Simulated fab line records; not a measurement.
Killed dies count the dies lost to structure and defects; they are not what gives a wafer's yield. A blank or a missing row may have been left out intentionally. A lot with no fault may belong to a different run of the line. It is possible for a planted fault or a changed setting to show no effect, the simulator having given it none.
Which tool is to blame? + flow sky130 + 30 wafers from 10 lots sampled at 6 of the route's 708 steps

## WHAT THE GAUGES READ, wafer by wafer
SKY_VIA1_CD_MEAS_12 targets a cd of 150 nm. Usual: cd-nm reads 150.0 nm (standard deviation 1.6).
| lot  | measured     | on        | cd-nm (nm)        | flag |
|------|--------------|-----------|-------------------|------|
| L393 | day 34 07:14 | cd-sem-02 | 149.0 149.5 150.3 |      |
| L395 | day 35 01:22 | cd-sem-01 | 151.4 150.2 153.2 |      |
| L396 | day 35 08:13 | cd-sem-01 | 149.2 150.5 149.9 |      |
| L397 | day 35 18:13 | cd-sem-01 | 147.7 146.2 145.8 |      |
| L400 | day 36 16:18 | cd-sem-01 | 149.5 149.8 149.6 |      |
| L406 | day 38 14:19 | cd-sem-02 | 151.3 151.9 152.9 |      |
| L407 | day 39 01:59 | cd-sem-01 | 153.9 151.3 152.1 |      |
| L408 | day 39 08:31 | cd-sem-01 | 152.1 151.9 151.4 |      |
| L411 | day 39 22:34 | cd-sem-02 | 150.7 152.0 151.1 |      |
| L412 | day 40 02:58 | cd-sem-02 | 148.4 149.2 148.7 |      |

SKY_VIA1_OVL_MEAS_13. Usual: VIA1_OVL gives -2 nm (standard deviation 5).
| lot  | measured     | on         | VIA1_OVL (nm) | flag |
|------|--------------|------------|---------------|------|
| L393 | day 34 07:21 | overlay-02 | -1 1 -1       |      |
| L395 | day 35 01:29 | overlay-02 | 0 6 -2        |      |
| L396 | day 35 08:18 | overlay-02 | -1 -5 0       |      |
| L397 | day 35 18:20 | overlay-01 | -9 -2 -9      |      |
| L400 | day 36 16:25 | overlay-02 | -1 -4 -2      |      |
| L406 | day 38 14:26 | overlay-01 | 1 -4 0        |      |
| L407 | day 39 02:06 | overlay-02 | -6 -2 -4      |      |
| L408 | day 39 08:38 | overlay-01 | -1 -2 3       |      |
| L411 | day 39 22:41 | overlay-01 | 1 5 4         |      |
| L412 | day 40 03:05 | overlay-01 | -5 -3 2       |      |

SKY_VIA1_RS_MEAS_22: a four-point-probe measurement. Usual: VIA1_W_RS gives 0.424 ohm/sq (standard deviation 0.007).
| lot  | measured     | on            | VIA1_W_RS (ohm/sq) | flag |
|------|--------------|---------------|--------------------|------|
| L393 | day 34 08:14 | film-metro-04 | 0.415 0.425 0.414  |      |
| L395 | day 35 02:43 | film-metro-02 | 0.412 0.426 0.409  |      |
| L396 | day 35 09:13 | film-metro-01 | 0.421 0.408 0.405  |      |
| L397 | day 35 19:38 | film-metro-04 | 0.408 0.407 0.430  |      |
| L400 | day 36 17:18 | film-metro-02 | 0.424 0.420 0.419  |      |
| L406 | day 38 15:26 | film-metro-01 | 0.485 0.472 0.474  | OFF  |
| L407 | day 39 02:59 | film-metro-01 | 0.428 0.426 0.423  |      |
| L408 | day 39 09:31 | film-metro-04 | 0.493 0.484 0.483  | OFF  |
| L411 | day 39 23:34 | film-metro-01 | 0.420 0.431 0.430  |      |
| L412 | day 40 04:02 | film-metro-02 | 0.423 0.433 0.431  |      |

SKY_VIA1_THK_MEAS_23: measures by xrf. Usual: VIA1_W_THK gives 275 nm (standard deviation 5).
| lot  | measured     | on            | VIA1_W_THK (nm) | flag |
|------|--------------|---------------|-----------------|------|
| L393 | day 34 08:20 | film-metro-04 | 280 274 280     |      |
| L395 | day 35 02:50 | film-metro-02 | 275 267 279     |      |
| L396 | day 35 09:19 | film-metro-01 | 276 286 287     |      |
| L397 | day 35 19:46 | film-metro-04 | 287 287 272     |      |
| L400 | day 36 17:25 | film-metro-02 | 273 275 276     |      |
| L406 | day 38 15:33 | film-metro-01 | 240 249 245     | OFF  |
| L407 | day 39 03:05 | film-metro-01 | 276 277 277     |      |
| L408 | day 39 09:38 | film-metro-04 | 237 243 243     | OFF  |
| L411 | day 39 23:41 | film-metro-01 | 280 273 273     |      |
| L412 | day 40 04:10 | film-metro-02 | 275 267 269     |      |

## TOOL THAT RAN EACH LOT (tool first, then ch and the chambers of the sampled wafers, then the start)
| lot  | SKY_METAL1_SPUTTER_01        | SKY_VIA1_CVD_21               |
|------|------------------------------|-------------------------------|
| L393 | pvd-sputter-04, day 32 00:04 | cvd-w-02 ch 0,1, day 34 08:07 |
| L395 | pvd-sputter-03, day 32 18:01 | cvd-w-02 ch 0,1, day 35 02:37 |
| L396 | pvd-sputter-04, day 33 01:29 | cvd-w-02 ch 0,1, day 35 09:07 |
| L397 | pvd-sputter-02, day 33 11:45 | cvd-w-02 ch 0,1, day 35 19:33 |
| L400 | pvd-sputter-03, day 34 10:14 | cvd-w-01 ch 0,1, day 36 17:13 |
| L406 | pvd-sputter-04, day 36 09:52 | cvd-w-02 ch 0,1, day 38 15:20 |
| L407 | pvd-sputter-04, day 36 20:53 | cvd-w-01 ch 0, day 39 02:52   |
| L408 | pvd-sputter-02, day 37 04:38 | cvd-w-02 ch 0,1, day 39 09:25 |
| L411 | pvd-sputter-04, day 37 18:56 | cvd-w-01 ch 0,1, day 39 23:28 |
| L412 | pvd-sputter-03, day 37 23:29 | cvd-w-01 ch 0,1, day 40 03:57 |
- SKY_METAL1_SPUTTER_01: material TiN, target thk 20 nm, time 16.7 s.
- SKY_VIA1_CVD_21: deposits W, target thk 270 nm, time 80.902 s.

## AS READ BY THE TOOLS THEMSELVES (means over the sampled wafers that have a number; for cases with no such wafer, the mark the record gives instead)
SKY_METAL1_SPUTTER_01. Usual: cathode-dc-power-W 6500.0 W, standard deviation 1.2; chamber-pressure-pa 0.3999 Pa, standard deviation 0.00088; throttle-valve-pct 29.4 %, standard deviation 0.88.
| lot  | tool           | cathode-dc-power-W (W) | chamber-pressure-pa (Pa) | throttle-valve-pct (%) | flag |
|------|----------------|------------------------|--------------------------|------------------------|------|
| L393 | pvd-sputter-04 | 6499.5                 | 0.3998                   | 29.2                   |      |
| L395 | pvd-sputter-03 | 6499.5                 | 0.3987                   | 29.6                   |      |
| L396 | pvd-sputter-04 | 6500.3                 | 0.3991                   | 29.9                   |      |
| L397 | pvd-sputter-02 | 6499.1                 | 0.3997                   | 29.1                   |      |
| L400 | pvd-sputter-03 | 6500.3                 | 0.3995                   | 29.9                   |      |
| L406 | pvd-sputter-04 | 6499.9                 | 0.4004                   | 29.6                   |      |
| L407 | pvd-sputter-04 | 6499.6                 | 0.4007                   | 29.8                   |      |
| L408 | pvd-sputter-02 | 6499.8                 | 0.4007                   | 29.5                   |      |
| L411 | pvd-sputter-04 | 6500.1                 | 0.3998                   | 29.5                   |      |
| L412 | pvd-sputter-03 | 6499.5                 | 0.3994                   | 29.6                   |      |

SKY_VIA1_CVD_21. Usual: heater-power-w reads 801 W (standard deviation 78).
| lot  | tool     | heater-power-w (W) | flag |
|------|----------|--------------------|------|
| L393 | cvd-w-02 | 767                |      |
| L395 | cvd-w-02 | 784                |      |
| L396 | cvd-w-02 | 771                |      |
| L397 | cvd-w-02 | 775                |      |
| L400 | cvd-w-01 | 845                |      |
| L406 | cvd-w-02 | 776                |      |
| L407 | cvd-w-01 | 914                |      |
| L408 | cvd-w-02 | 740                |      |
| L411 | cvd-w-01 | 800                |      |
| L412 | cvd-w-01 | 813                |      |

## THE ANSWER, worked out from the rows above alone
Rule: take the mean of a lot's wafers that have a number; if it is more than 3 standard deviations from the usual mean, the lot is off. Also off: a lot with no number at a reading for which 4 or more lots have one. All remaining lots with rows at the step are treated as sound. Order of review: gauges by route order, followed by the tools' own readings, for which a lot's mean as printed above is used. At the first step where some lot is off, the reading lying furthest off is the one used; lots without a number count as furthest.
Off: L406, L408, seen at SKY_VIA1_RS_MEAS_22 (VIA1_W_RS).
A tool fits if, at a process step before that reading, it ran every lot that is off, and no sound lot after the first of them. Those tools and the gauges at SKY_VIA1_RS_MEAS_22 are tried in the same way. One fits: cvd-w-02 at SKY_VIA1_CVD_21. Its last sound lot is L397 (day 35 19:33), its first lot that is off L406 (day 38 15:20): a fault that began between those two fits.

## WHAT THE SIMULATOR HAD PUT IN
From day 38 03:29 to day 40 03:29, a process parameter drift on cvd-w-02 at SKY_VIA1_CVD_21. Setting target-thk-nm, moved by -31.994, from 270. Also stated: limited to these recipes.
Shown lots that were struck: L406, L408. The same result came from the rule above.
